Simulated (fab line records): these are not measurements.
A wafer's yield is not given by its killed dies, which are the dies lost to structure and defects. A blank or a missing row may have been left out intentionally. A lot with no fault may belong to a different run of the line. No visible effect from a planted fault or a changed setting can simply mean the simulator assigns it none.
What tool caused it? | flow sky130 | 7 lots, 21 wafers sampled, at 3 steps of a route of 708

== WHAT EACH GAUGE READ, for each wafer ==
SKY_SD_N_OVL_MEAS_08.
lot  | measured     | on         | SD_N_OVL (nm)
L707 | day 28 07:17 | overlay-02 | 0.7 0.8 0.2
L710 | day 29 03:40 | overlay-02 | -2.6 -2.6 -0.6
L715 | day 31 04:56 | overlay-02 | -1.0 1.2 0.5
L721 | day 33 06:01 | overlay-01 | 1.2 0.4 -1.6
L723 | day 34 04:08 | overlay-01 | 0.3 0.0 1.0
L725 | day 34 05:22 | overlay-01 | -1.3 -2.4 -0.9
L729 | day 35 14:04 | overlay-02 | -2.2 -2.0 -2.6

== EACH LOT AND THE TOOL THAT RAN IT (in order: tool; ch and the chambers of the sampled wafers; start) ==
lot  | SKY_DNWELL_STRIP_08                | SKY_POLY_CUT_ETCH_10
L707 | plasmaAsher-03 ch 0, day 3 08:28   | rieDiel-04 ch 0,3, day 24 15:46
L710 | plasmaAsher-01 ch 0,1, day 3 22:31 | rieDiel-03 ch 0,1,2, day 25 10:49
L715 | plasmaAsher-01 ch 0,1, day 5 04:39 | rieDiel-03 ch 1,2,3, day 27 16:10
L721 | plasmaAsher-01 ch 0,1, day 6 17:37 | rieDiel-04 ch 0,2,3, day 29 18:22
L723 | plasmaAsher-02 ch 0,1, day 7 01:25 | rieDiel-02 ch 0,1,2, day 30 18:50
L725 | plasmaAsher-03 ch 0,1, day 7 08:40 | rieDiel-02 ch 0,1, day 30 20:08
L729 | plasmaAsher-02 ch 0,1, day 8 08:24 | rieDiel-04 ch 0,1,3, day 32 05:27
- SKY_DNWELL_STRIP_08: strips in O2/N2.
- SKY_POLY_CUT_ETCH_10: etches BARC in N2/H2, stops on SiO2, time 45.9 s, target depth 60 nm.

== THE ANSWER, worked out from the rows above alone ==
Rule: what is usual is taken from the lots themselves. The widest of any qualifying gaps counts: lots, ordered by their means at a reading, are off when they make up no more than a third of the lots, leave a main group of 4 or more, and stand apart from it by 3 or more times the standard deviation of that group's means. A main group is skipped when, at the precision printed for the reading in the tables above, its means are all equal. Also off: a lot with no number at a reading for which 4 or more lots have one. The other lots that the step has rows for count as sound.
Nothing can be told from this: no lot is off at any reading shown.

== WHAT THE SIMULATOR HAD INSERTED ==
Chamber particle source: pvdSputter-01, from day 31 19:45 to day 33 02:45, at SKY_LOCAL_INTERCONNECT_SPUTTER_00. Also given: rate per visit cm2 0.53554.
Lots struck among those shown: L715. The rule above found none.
